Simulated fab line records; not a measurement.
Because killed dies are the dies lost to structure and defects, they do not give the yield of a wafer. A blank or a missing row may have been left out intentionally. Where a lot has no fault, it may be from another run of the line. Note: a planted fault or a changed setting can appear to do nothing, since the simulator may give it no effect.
Which of the tools did it? | flow sky130 | 36 wafers from 12 lots sampled at 2 of the route's 708 steps

## WHAT THE GAUGES SHOWED, per wafer
SKY_METAL4_CD_MEAS_13: the cd target is 300 nm.
lot  | measured     | on        | cd nm (nm)
L922 | day 41 21:03 | cd sem-01 | 299.3 300.5 301.6
L923 | day 41 23:37 | cd sem-02 | 300.5 300.8 300.3
L924 | day 42 10:52 | cd sem-01 | 299.7 301.7 301.4
L925 | day 42 19:09 | cd sem-02 | 300.7 300.5 300.2
L929 | day 44 15:13 | cd sem-02 | 301.2 299.3 299.6
L933 | day 44 22:26 | cd sem-02 | 301.5 300.7 300.6
L936 | day 45 16:13 | cd sem-02 | 298.8 298.6 300.0
L935 | day 45 19:42 | cd sem-02 | 299.7 297.2 297.2
L937 | day 46 00:34 | cd sem-02 | 300.4 300.4 300.0
L939 | day 46 08:46 | cd sem-01 | 299.7 299.6 298.5
L943 | day 47 09:12 | cd sem-01 | 300.0 300.1 300.7
L945 | day 47 16:18 | cd sem-02 | 302.2 301.3 301.1

## EACH LOT AND THE TOOL THAT RAN IT (in order: tool; ch and the chambers of the sampled wafers; start)
lot  | SKY_CONTACT_CVD_24
L922 | cvd w-01 ch 0,1, day 31 17:44
L923 | cvd w-02 ch 0,1, day 31 21:02
L924 | cvd w-01 ch 0,1, day 32 04:53
L925 | cvd w-01 ch 0,1, day 32 15:05
L929 | cvd w-02 ch 0,1, day 34 16:19
L933 | cvd w-02 ch 0,1, day 35 08:59
L936 | cvd w-01 ch 0,1, day 36 00:08
L935 | cvd w-02 ch 0,1, day 36 06:58
L937 | cvd w-01 ch 0,1, day 36 14:58
L939 | cvd w-01 ch 0,1, day 36 19:55
L943 | cvd w-01 ch 0,1, day 38 02:38
L945 | cvd w-02 ch 0,1, day 38 14:30
- SKY_CONTACT_CVD_24: deposits W, target thk 340 nm, time 102.12 s.

## AS READ BY THE TOOLS THEMSELVES (means over the sampled wafers that have a number; for cases with no such wafer, the mark the record gives instead)
SKY_CONTACT_CVD_24.
lot  | tool     | heater power w (W)
L922 | cvd w-01 | 832
L923 | cvd w-02 | 890
L924 | cvd w-01 | 785
L925 | cvd w-01 | 829
L929 | cvd w-02 | 898
L933 | cvd w-02 | 887
L936 | cvd w-01 | 832
L935 | cvd w-02 | 877
L937 | cvd w-01 | 796
L939 | cvd w-01 | 840
L943 | cvd w-01 | 821
L945 | cvd w-02 | 890

## THE ANSWER, worked out from the rows above alone
Rule: what is usual is taken from the lots themselves. Put in order of their means at a reading, lots are off if they are a third of the lots or fewer, leave a main group of 4 or more, and stand apart from it by a gap of 3 or more times the standard deviation of the main group's means; of several such gaps the widest counts. A main group is skipped when, at the precision printed for the reading in the tables above, its means are all equal. Also off: a lot with no number at a reading for which 4 or more lots have one. Where the step has rows for the other lots, those lots are counted as sound. First the gauges in route order, then the tools' own readings, where a lot's mean is used as printed above. The first step at which some lot is off is used, and at that step the reading that is off furthest; a lot without a number counts as furthest.
Nothing can be told from this: no lot is off at any reading shown.

## WHAT THE SIMULATOR HAD INSERTED
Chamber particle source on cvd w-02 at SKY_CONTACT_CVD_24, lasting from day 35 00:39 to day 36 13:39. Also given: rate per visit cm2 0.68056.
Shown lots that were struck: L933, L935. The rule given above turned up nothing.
